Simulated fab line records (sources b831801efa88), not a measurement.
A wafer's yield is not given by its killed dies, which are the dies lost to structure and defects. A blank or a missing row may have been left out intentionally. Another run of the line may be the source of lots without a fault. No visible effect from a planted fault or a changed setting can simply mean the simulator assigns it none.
Code-filled problem report in 8D (eight disciplines) form + flow gf180mcu + the parts of the form that need people (team, actions taken, sign-off) are left out

1. THE PROBLEM
run-length-s at GF_HV_LDD_ETCHBACK_58 reads a mean of 109.7 s on 1 wafer of 1 lot; wafers without a fault read 128.4 s with a standard deviation of 0.47. That puts it -40 standard deviations away from the usual mean.
The step: etches Si3N4 in CH3F/O2, stops on SiO2, time 100 s, target depth 90 nm.
Earliest sighting: wafer L643.6 on rie-diel-02 at day 17 03:13. The record holds 15 wafers of 5 lots with a number at this step. The rule behind "out" and "out of limits": a value lying over 4 standard deviations away from the usual mean. Any other wafer with a number is counted as sound.

2. WHAT IT IS, WHAT IT ISN'T
| question                    | is                                               | is not                                                                   |
|-----------------------------|--------------------------------------------------|--------------------------------------------------------------------------|
| which readings at this step | run-length-s, oes-product-au, throttle-valve-pct | drypump-motor-current-A                                                  |
| which lots                  | L643                                             | L632, L634, L646, L653                                                   |
| which wafers of those lots  | L643.6                                           | L643.2, L643.4                                                           |
| read on which tools         | rie-diel-02                                      | rie-diel-03, rie-diel-04                                                 |
| when                        | from day 17 03:13                                | up to then (8 sound wafers); but 6 sound wafers of L646, L653 came after |

3. THE SUSPECTS, EACH WITH WHAT RULES IT OUT
Counting: any tool at a process step up to the reading remains a suspect provided it ran every lot that is out. Sound lots after the first of them don't rule it out here, since some wafers of a struck lot are sound.
- plasma-asher-01 at GF_HV_LDD_STRIP_49 (strips in O2/N2): kept. It ran the lot that is out, L643 (day 17 00:13); its last sound lot up to then is L634 (day 13 19:34).
- rtp-anneal-01 at GF_HV_LDD_RTA_52 (time 10 s): kept. It ran the lot that is out, L643 (day 17 00:26).
- rie-diel-02 at GF_HV_LDD_ETCHBACK_58 (etches Si3N4 in CH3F/O2, stops on SiO2, time 100 s, target depth 90 nm): kept. It ran the lot that is out, L643 (day 17 03:13); its last sound lot up to then is L632 (day 13 04:47). Out on those wafers are its own readings of oes-product-au, run-length-s, throttle-valve-pct.
- At GF_HV_LDD_STRIP_49 on plasma-asher-01, chamber 1 took the sound wafers of the same lots and chamber 0 took the wafers that are out.
- Within rie-diel-02 at GF_HV_LDD_ETCHBACK_58: the wafers that are out ran in chamber 1; their sound lot-mates ran in chambers 0, 2.
Left after counting: plasma-asher-01 at GF_HV_LDD_STRIP_49, rtp-anneal-01 at GF_HV_LDD_RTA_52, rie-diel-02 at GF_HV_LDD_ETCHBACK_58.

4. THE CAUSE (what the simulator had put in)
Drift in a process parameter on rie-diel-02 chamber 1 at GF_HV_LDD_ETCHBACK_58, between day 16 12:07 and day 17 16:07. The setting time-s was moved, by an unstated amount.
Counting leaves 3 suspects; this tool is one of them.

5. THE CHAIN OF EFFECTS, in route order
One row per reading whose mean, taken over the struck wafers that have a number, lies over 3 standard deviations from the usual. Readings are gone through only where the record gives a usual standard deviation; hours: the median, over the lots, of the time from a lot's start at the first step in this table giving one to that lot's start at this step; sigmas: the change measured in usual standard deviations.
| hours | step                  | reading            | usual      | on struck wafers | change | sigmas |
|-------|-----------------------|--------------------|------------|------------------|--------|--------|
| 0     | GF_HV_LDD_ETCHBACK_58 | oes-product-au     | 0.841 a.u. | 1.017            | +0.176 | +27    |
| 0     | GF_HV_LDD_ETCHBACK_58 | run-length-s       | 128.4 s    | 109.7            | -18.7  | -40    |
| 0     | GF_HV_LDD_ETCHBACK_58 | throttle-valve-pct | 10.562 %   | 10.608           | +0.046 | +4.8   |
Process steps it contains:
- GF_HV_LDD_ETCHBACK_58: etches Si3N4 in CH3F/O2, stops on SiO2, time 100 s, target depth 90 nm.
At these later measuring or inspecting steps, every struck wafer for which the step has a row has a number for every such reading, and none has moved that far: GF_NSD_CD_MEAS_07, GF_NSD_OVL_MEAS_08, GF_NSD_TW_MEAS_12, GF_PSD_CD_MEAS_07, GF_PSD_OVL_MEAS_08, GF_PSD_TW_MEAS_11.

6. HOW IT WOULD HAVE BEEN CAUGHT EARLIER
In this record no reading fell out of limits until day 17 03:13, 15 hours after the fault had begun at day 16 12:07.
